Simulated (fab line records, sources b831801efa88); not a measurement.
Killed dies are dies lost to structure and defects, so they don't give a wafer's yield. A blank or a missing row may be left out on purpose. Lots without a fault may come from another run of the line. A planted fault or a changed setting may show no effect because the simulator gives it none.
Which tool did it? | flow gf180mcu | 11 lots, 33 wafers sampled, at 8 steps of a route of 602

WHAT THE GAUGES READ, wafer by wafer
GF_LVPWELL_OVL_MEAS_07. Usual: LVPWELL_OVL -0.7 nm, standard deviation 1.4.
lot  | measured    | on         | LVPWELL_OVL (nm) | flag
L116 | day 4 00:33 | overlay-02 | -3.6 -1.0 -1.5   |
L118 | day 4 15:34 | overlay-02 | -1.3 -2.1 -1.4   |
L122 | day 5 13:56 | overlay-01 | -2.0 -0.4 -0.1   |
L124 | day 6 00:57 | overlay-02 | 2.3 -0.3 -0.2    |
L126 | day 6 13:18 | overlay-02 | -0.5 -0.1 -2.1   |
L131 | day 7 15:36 | overlay-02 | -1.8 -2.4 -2.1   |
L133 | day 8 07:34 | overlay-01 | -0.1 -0.7 1.1    |
L134 | day 8 09:49 | overlay-02 | 1.5 0.8 0.5      |
L135 | day 8 14:44 | overlay-02 | -2.3 -1.6 -3.1   |
L136 | day 8 21:53 | overlay-02 | -3.8 -0.7 -4.8   |
L137 | day 9 02:53 | overlay-02 | -2.1 0.1 -0.8    |

GF_MVPSD_TW_MEAS_11. Usual: MVPSD_TW 550, standard deviation 4.9.
lot  | measured     | on            | MVPSD_TW       | flag
L116 | day 5 08:49  | film_metro-02 | 544 546 544    |
L118 | day 5 23:34  | film_metro-04 | 546 544 545    |
L122 | day 7 01:02  | film_metro-03 | 554 557 559    |
L124 | day 7 11:37  | film_metro-04 | 548 548 550    |
L126 | day 8 02:25  | film_metro-02 | 1672 1675 1673 | OFF
L131 | day 9 05:58  | film_metro-03 | 1707 1694 1701 | OFF
L133 | day 9 23:36  | film_metro-02 | 543 545 544    |
L134 | day 10 01:23 | film_metro-04 | 549 552 548    |
L135 | day 10 06:27 | film_metro-03 | 562 557 558    |
L136 | day 10 13:49 | film_metro-02 | 547 545 549    |
L137 | day 10 20:27 | film_metro-03 | 560 556 561    |

GF_VT_IMPLANT_TW_MEAS_10. Usual: VT_IMPLANT_TW 562, standard deviation 3.4.
lot  | measured     | on            | VT_IMPLANT_TW  | flag
L116 | day 6 01:43  | film_metro-03 | 568 567 568    |
L118 | day 6 16:37  | film_metro-01 | 557 557 559    |
L122 | day 7 18:55  | film_metro-03 | 566 566 565    |
L124 | day 8 06:43  | film_metro-01 | 560 558 558    |
L126 | day 8 21:07  | film_metro-01 | 1671 1672 1673 | OFF
L131 | day 10 01:31 | film_metro-04 | 1692 1683 1692 | OFF
L133 | day 10 20:36 | film_metro-01 | 560 560 559    |
L134 | day 10 22:14 | film_metro-04 | 562 563 562    |
L135 | day 11 03:05 | film_metro-03 | 568 568 563    |
L136 | day 11 10:05 | film_metro-04 | 564 561 565    |
L137 | day 11 17:22 | film_metro-01 | 560 566 563    |

GF_VT_IMPLANT_TW_MEAS_21. Usual: VT_IMPLANT_2_TW 1209, standard deviation 6.9.
lot  | measured     | on            | VT_IMPLANT_2_TW | flag
L116 | day 6 18:46  | film_metro-04 | 1207 1212 1218  |
L118 | day 7 09:56  | film_metro-03 | 1213 1210 1212  |
L122 | day 8 12:40  | film_metro-01 | 1201 1203 1203  |
L124 | day 9 01:34  | film_metro-03 | 1215 1213 1209  |
L126 | day 9 17:01  | film_metro-04 | 1838 1828 1830  | OFF
L131 | day 10 22:31 | film_metro-04 | 1845 1841 1844  | OFF
L133 | day 11 17:33 | film_metro-04 | 1213 1213 1212  |
L134 | day 11 19:17 | film_metro-04 | 1220 1210 1213  |
L135 | day 11 23:46 | film_metro-03 | 1222 1219 1219  |
L136 | day 12 07:46 | film_metro-04 | 1214 1211 1215  |
L137 | day 12 15:06 | film_metro-01 | 1200 1198 1200  |

GF_POLY_GATE_CD_MEAS_10: target cd 280 nm. Usual: cd_nm 279.7 nm, standard deviation 1.4.
lot  | measured     | on        | cd_nm (nm)        | flag
L116 | day 10 04:37 | cd_sem-02 | 281.5 280.0 281.5 |
L118 | day 10 21:02 | cd_sem-01 | 278.3 278.7 279.0 |
L122 | day 12 02:56 | cd_sem-01 | 280.6 280.7 280.4 |
L124 | day 12 20:20 | cd_sem-02 | 279.4 278.7 278.2 |
L126 | day 13 11:10 | cd_sem-02 | 280.1 279.4 278.6 |
L131 | day 14 18:01 | cd_sem-01 | 279.5 279.9 280.6 |
L133 | day 15 14:01 | cd_sem-02 | 278.0 278.0 276.7 |
L134 | day 15 15:06 | cd_sem-01 | 281.5 280.4 281.2 |
L135 | day 15 20:53 | cd_sem-02 | 277.3 278.0 277.1 |
L136 | day 16 04:46 | cd_sem-01 | 281.5 280.2 279.5 |
L137 | day 16 11:55 | cd_sem-01 | 282.3 282.0 282.4 |

WHICH TOOL RAN EACH LOT (tool, then ch and the chambers of the sampled wafers, then the start)
lot  | GF_NWELL_STRIP_10                   | GF_MVSD_COAT_02                  | GF_MVSD_STRIP_10
L116 | plasma_asher-03 ch 0,1, day 3 10:58 | litho_track-01 ch 0, day 4 08:19 | plasma_asher-04 ch 0,1, day 4 16:41
L118 | plasma_asher-04 ch 0, day 4 00:00   | litho_track-01 ch 0, day 5 00:08 | plasma_asher-04 ch 0,1, day 5 07:04
L122 | plasma_asher-03 ch 0,1, day 4 22:20 | litho_track-02 ch 0, day 5 22:21 | plasma_asher-01 ch 0,1, day 6 06:56
L124 | plasma_asher-03 ch 0,1, day 5 08:21 | litho_track-02 ch 0, day 6 09:06 | plasma_asher-02 ch 1, day 6 18:04
L126 | plasma_asher-04 ch 0,1, day 5 20:44 | litho_track-02 ch 0, day 6 22:12 | plasma_asher-02 ch 0,1, day 7 07:29
L131 | plasma_asher-04 ch 0,1, day 6 21:21 | litho_track-02 ch 0, day 8 01:18 | plasma_asher-04 ch 1, day 8 10:49
L133 | plasma_asher-01 ch 0,1, day 7 13:07 | litho_track-01 ch 0, day 8 17:02 | plasma_asher-04 ch 0,1, day 9 03:25
L134 | plasma_asher-04 ch 0,1, day 7 15:20 | litho_track-01 ch 0, day 8 19:46 | plasma_asher-04 ch 0,1, day 9 05:29
L135 | plasma_asher-01 ch 0,1, day 7 19:54 | litho_track-03 ch 0, day 9 00:13 | plasma_asher-04 ch 0,1, day 9 10:31
L136 | plasma_asher-03 ch 0,1, day 8 03:41 | litho_track-01 ch 0, day 9 07:26 | plasma_asher-04 ch 0,1, day 9 17:28
L137 | plasma_asher-03 ch 0,1, day 8 07:56 | litho_track-03 ch 0, day 9 12:46 | plasma_asher-04 ch 0,1, day 9 23:02
- GF_NWELL_STRIP_10: strips in O2/N2.
- GF_MVSD_COAT_02: resist thk 3000 nm.
- GF_MVSD_STRIP_10: strips in O2/N2.

WHAT THE TOOLS THEMSELVES READ (means of the sampled wafers that have a number; where no wafer has one, the mark that the record gives instead)
GF_NWELL_STRIP_10. Usual: drypump_motor_current_A 5.8 A, standard deviation 0.47; heater_power_w 316 W, standard deviation 32; o2_flow_sccm 2999 sccm, standard deviation 8.6; oes_product_au 0.722 a.u., standard deviation 0.0047; strip_time_to_endpoint_s 36.99 s, standard deviation 0.11.
lot  | tool            | drypump_motor_current_A (A) | heater_power_w (W) | o2_flow_sccm (sccm) | oes_product_au (a.u.) | strip_time_to_endpoint_s (s) | flag
L116 | plasma_asher-03 | 6.1                         | 300                | 3006                | 0.724                 | 37.00                        |
L118 | plasma_asher-04 | 5.6                         | 375                | 3013                | 0.725                 | 36.88                        |
L122 | plasma_asher-03 | 6.3                         | 302                | 2993                | 0.721                 | 37.07                        |
L124 | plasma_asher-03 | 6.1                         | 302                | 2987                | 0.723                 | 36.96                        |
L126 | plasma_asher-04 | 5.7                         | 363                | 2994                | 0.729                 | 37.11                        |
L131 | plasma_asher-04 | 5.7                         | 363                | 2999                | 0.724                 | 37.11                        |
L133 | plasma_asher-01 | 5.2                         | 310                | 3003                | 0.725                 | 37.03                        |
L134 | plasma_asher-04 | 5.7                         | 356                | 3002                | 0.722                 | 36.91                        |
L135 | plasma_asher-01 | 5.4                         | 298                | 3002                | 0.722                 | 37.06                        |
L136 | plasma_asher-03 | 6.3                         | 299                | 2999                | 0.720                 | 37.08                        |
L137 | plasma_asher-03 | 6.3                         | 298                | 3015                | 0.721                 | 36.99                        |

GF_MVSD_COAT_02. Usual: chill_plate_temp_C 22.98 C, standard deviation 0.095.
lot  | tool           | chill_plate_temp_C (C) | flag
L116 | litho_track-01 | 22.97                  |
L118 | litho_track-01 | 23.00                  |
L122 | litho_track-02 | 22.94                  |
L124 | litho_track-02 | 22.91                  |
L126 | litho_track-02 | 22.93                  |
L131 | litho_track-02 | 22.96                  |
L133 | litho_track-01 | 22.93                  |
L134 | litho_track-01 | 22.92                  |
L135 | litho_track-03 | 23.04                  |
L136 | litho_track-01 | 22.83                  |
L137 | litho_track-03 | 22.92                  |

GF_MVSD_STRIP_10. Usual: drypump_motor_current_A 5.6 A, standard deviation 0.35; heater_power_w 331 W, standard deviation 40; o2_flow_sccm 3001 sccm, standard deviation 8.6; oes_product_au 0.723 a.u., standard deviation 0.0046; strip_time_to_endpoint_s 36.99 s, standard deviation 0.1.
lot  | tool            | drypump_motor_current_A (A) | heater_power_w (W) | o2_flow_sccm (sccm) | oes_product_au (a.u.) | strip_time_to_endpoint_s (s) | flag
L116 | plasma_asher-04 | 5.7                         | 336                | 3000                | 0.722                 | 36.98                        |
L118 | plasma_asher-04 | 5.7                         | 362                | 3008                | 0.726                 | 36.93                        |
L122 | plasma_asher-01 | 5.4                         | 294                | 2992                | 0.725                 | 37.12                        |
L124 | plasma_asher-02 | 6.2                         | 395                | 3003                | 0.720                 | 37.07                        |
L126 | plasma_asher-02 | 6.1                         | 363                | 2997                | 0.422                 | 4.41                         | OFF
L131 | plasma_asher-04 | 5.8                         | 317                | 3007                | 0.417                 | 4.40                         | OFF
L133 | plasma_asher-04 | 5.7                         | 362                | 2999                | 0.723                 | 36.95                        |
L134 | plasma_asher-04 | 5.8                         | 332                | 3000                | 0.723                 | 36.96                        |
L135 | plasma_asher-04 | 5.7                         | 362                | 2995                | 0.720                 | 36.81                        |
L136 | plasma_asher-04 | 5.8                         | 341                | 3000                | 0.726                 | 36.88                        |
L137 | plasma_asher-04 | 5.7                         | 331                | 3004                | 0.722                 | 36.97                        |

THE ANSWER, worked out from the rows above alone
Rule: a lot is off if the mean of its wafers that have a number lies more than 3 standard deviations from the usual mean. A lot without any number at a reading at which 4 lots or more have one is off too. The other lots that the step has rows for count as sound. The gauges are gone through in route order, then the tools' own readings, and for those a lot's mean is taken as printed above. The first step at which some lot is off is used, and at that step the reading that is off furthest; a lot without a number counts as furthest.
Off: L126, L131, at GF_MVPSD_TW_MEAS_11 (MVPSD_TW).
A tool fits if, at a process step before that reading, it ran every lot that is off, and no sound lot after the first of them. The gauges at GF_MVPSD_TW_MEAS_11 aren't tried: what is off there is off at GF_VT_IMPLANT_TW_MEAS_10 too, on other tools, and a gauge's error can't cause that. One fits: litho_track-02 at GF_MVSD_COAT_02. Its last sound lot is L124 (day 6 09:06), its first lot that is off L126 (day 6 22:12): a fault that began between those two fits.

WHAT THE SIMULATOR HAD PUT IN
Process parameter drift: litho_track-02, from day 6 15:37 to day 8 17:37, at GF_MVSD_COAT_02. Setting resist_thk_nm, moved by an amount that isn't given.
Lots struck among those shown: L126, L131. The rule above found the same.
